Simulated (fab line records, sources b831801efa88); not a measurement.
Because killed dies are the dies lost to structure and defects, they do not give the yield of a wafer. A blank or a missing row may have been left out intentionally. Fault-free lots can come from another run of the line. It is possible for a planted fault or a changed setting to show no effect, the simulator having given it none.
Shared-tool check -- flow gf180mcu -- Sampled: 12 lots, 36 wafers

== WHAT PROMPTED THE OPENING ==
GF_HV_LDD_TW_MEAS_11, reading HV_LDD_TW: flagged on 3 of 12 lots. Fault-free wafers read 2415, with a standard deviation of 18.
Rule: flag the lot when none of its wafers has a number, or when each of its wafers that has one lies beyond 4 standard deviations from that mean. The other lots count as sound.

lot,measured,on,"HV_LDD_TW, wafer by wafer",flag
L234,day 10 20:14,film metro-01,2417 2410 2413,
L236,day 11 05:22,film metro-03,2328 2332 2317,FLAGGED
L238,day 11 16:32,film metro-01,2316 2307 2313,FLAGGED
L240,day 12 04:09,film metro-01,2309 2314 2320,FLAGGED
L241,day 12 12:26,film metro-03,2425 2419 2434,
L244,day 13 06:43,film metro-03,2439 2439 2419,
L247,day 14 10:10,film metro-01,2411 2413 2404,
L249,day 15 00:11,film metro-03,2401 2413 2413,
L250,day 15 13:08,film metro-01,2421 2414 2422,
L251,day 15 19:24,film metro-03,2410 2406 2421,
L252,day 16 05:22,film metro-03,2432 2428 2431,
L253,day 16 11:40,film metro-02,2357 2364 2349,
Average over the flagged lots: 2317; offset from the usual -98, equal to -5 standard deviations.

== LOT BY LOT: THE TOOL USED ==
Before the reading, the record contains 2 process steps out of a 602-step route. Read each cell as the tool, then ch plus the chambers that the sampled wafers visited, then the start.
lot,flag,GF_VT_IMPLANT_STRIP_42,GF_HV_LDD_IMPLANT_09
L234,,"plasma asher-03 ch 0,1, day 8 10:26","implanter-01 ch 0, day 10 19:59"
L236,FLAGGED,"plasma asher-03 ch 0,1, day 8 16:10","implanter-01 ch 0, day 11 05:08"
L238,FLAGGED,"plasma asher-03 ch 0,1, day 9 04:19","implanter-01 ch 0, day 11 16:17"
L240,FLAGGED,"plasma asher-02 ch 0,1, day 9 16:19","implanter-01 ch 0, day 12 03:55"
L241,,"plasma asher-03 ch 0,1, day 9 22:32","implanter-03 ch 0, day 12 12:11"
L244,,"plasma asher-04 ch 0,1, day 10 17:40","implanter-03 ch 0, day 13 06:29"
L247,,"plasma asher-04 ch 0,1, day 11 15:55","implanter-01 ch 0, day 14 09:56"
L249,,"plasma asher-04 ch 0, day 12 03:49","implanter-03 ch 0, day 14 23:56"
L250,,"plasma asher-03 ch 0,1, day 12 15:59","implanter-01 ch 0, day 15 12:53"
L251,,"plasma asher-03 ch 0,1, day 12 20:59","implanter-03 ch 0, day 15 19:10"
L252,,"plasma asher-04 ch 0,1, day 13 03:52","implanter-01 ch 0, day 16 05:08"
L253,,"plasma asher-02 ch 0,1, day 13 08:37","implanter-01 ch 0, day 16 11:26"
What the steps here do:
- GF_VT_IMPLANT_STRIP_42: strips in O2/N2.
- GF_HV_LDD_IMPLANT_09
- GF_HV_LDD_TW_MEAS_11

== FLAGGED OVER TOTAL, TOOL BY TOOL (the gauges that took the reading come last) ==
step,tool,lots run,flagged,share of the flagged lots,sound lots run after its first flagged lot
GF_VT_IMPLANT_STRIP_42,plasma asher-02,2,1,some,1 (L253)
GF_VT_IMPLANT_STRIP_42,plasma asher-03,6,2,some,"3 (L241,L250,L251)"
GF_VT_IMPLANT_STRIP_42,plasma asher-04,4,0,none,-
GF_HV_LDD_IMPLANT_09,implanter-01,8,3,all,"4 (L247,L250,L252,L253)"
GF_HV_LDD_IMPLANT_09,implanter-03,4,0,none,-
GF_HV_LDD_TW_MEAS_11,film metro-01,5,2,some,"2 (L247,L250)"
GF_HV_LDD_TW_MEAS_11,film metro-02,1,0,none,-
GF_HV_LDD_TW_MEAS_11,film metro-03,6,1,some,"5 (L241,L244,L249,L251,L252)"

== WHAT THE TABLE PERMITS ==
All flagged lots share 1 row of the table, namely implanter-01 at GF_HV_LDD_IMPLANT_09.
- implanter-01 at GF_HV_LDD_IMPLANT_09 ran 8 lots, 3 of them flagged. Sound lots ran on it after the first flagged one (L247, L250, L252, L253), which a lasting fault on the whole tool wouldn't allow. Its own readings (beam energy keV) fall more than 4 standard deviations out on all wafers of the flagged lots.
There is no row in the table that ran each flagged lot and no sound lot after the first.

== WHAT THE SIMULATOR PUT IN ==
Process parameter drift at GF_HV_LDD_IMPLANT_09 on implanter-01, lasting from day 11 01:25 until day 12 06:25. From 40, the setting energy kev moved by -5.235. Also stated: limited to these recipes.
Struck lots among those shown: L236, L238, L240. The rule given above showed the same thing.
